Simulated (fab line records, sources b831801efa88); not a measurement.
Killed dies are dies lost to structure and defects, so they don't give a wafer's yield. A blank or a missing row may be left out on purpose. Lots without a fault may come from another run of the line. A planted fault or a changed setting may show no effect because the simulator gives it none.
Problem report in the 8D (eight disciplines) form, filled by code | flow gf180mcu | the parts of the form that need people (team, actions taken, sign-off) are left out

1. THE PROBLEM
time_to_endpoint_s at GF_V3_CMP_26 reads a mean of 48 s on 9 wafers of 3 lots; wafers without a fault read 87 s with a standard deviation of 4.6. That is -8.5 standard deviations from the usual mean.
The step: polishes, stops on SiO2, t overpolish 15 s, target thk 0 nm.
First seen on wafer L814.4, day 27 16:12, on cmp-02. The record holds 42 wafers of 14 lots with a number at this step. Rule for "out", or "out of limits": more than 4 standard deviations from the usual mean. The other wafers with a number count as sound.

2. WHAT IT IS AND WHAT IT IS NOT
question                    | is                     | is not
which readings at this step | time_to_endpoint_s     | motor_current_A, platen_rpm, slurry_filter_dp_kPa
which lots                  | L813, L814, L816       | L797, L798, L799, L800, L803, L804, L805, L807, L808, L811, L812
which wafers of those lots  | all that have a number | -
read on which tools         | cmp-02                 | cmp-01
when                        | from day 27 16:12      | up to then (30 sound wafers); but 3 sound wafers of L812 came after

3. SUSPECTS, AND WHAT RULES EACH OUT
Counting: a tool at a process step up to the reading stays a suspect if it ran every lot that is out and no sound lot after the first of them.
- cmp-02 at GF_V3_CMP_26 (polishes, stops on SiO2, t overpolish 15 s, target thk 0 nm): kept. It ran every lot that is out, first L814 (day 27 16:12), and no sound lot after that; its last sound lot up to then is L808 (day 26 17:43). Its own readings are out on those wafers: time_to_endpoint_s.
Left after counting: cmp-02 at GF_V3_CMP_26.

4. THE CAUSE (what the simulator had put in)
Process parameter drift: cmp-02, from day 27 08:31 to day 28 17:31, at GF_V3_CMP_26. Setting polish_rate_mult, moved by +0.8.
Counting left only this tool.

5. THE CHAIN OF EFFECTS, in route order
Each row: a reading whose mean over the struck wafers that have a number lies more than 3 standard deviations from the usual. Only readings for which the record gives a usual standard deviation are gone through. hours: the time from each lot's start at the first step in this table that gives one to its start at this step, as a median over the lots. sigmas: the change in usual standard deviations.
hours | step         | reading            | usual | on struck wafers | change | sigmas
0     | GF_V3_CMP_26 | time_to_endpoint_s | 87 s  | 48               | -39    | -8.5
The process steps in it:
- GF_V3_CMP_26: polishes, stops on SiO2, t overpolish 15 s, target thk 0 nm.

6. WHAT WOULD HAVE CAUGHT IT SOONER
In this record the first reading out of limits was taken at day 27 16:12, 8 hours after the fault began at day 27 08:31.
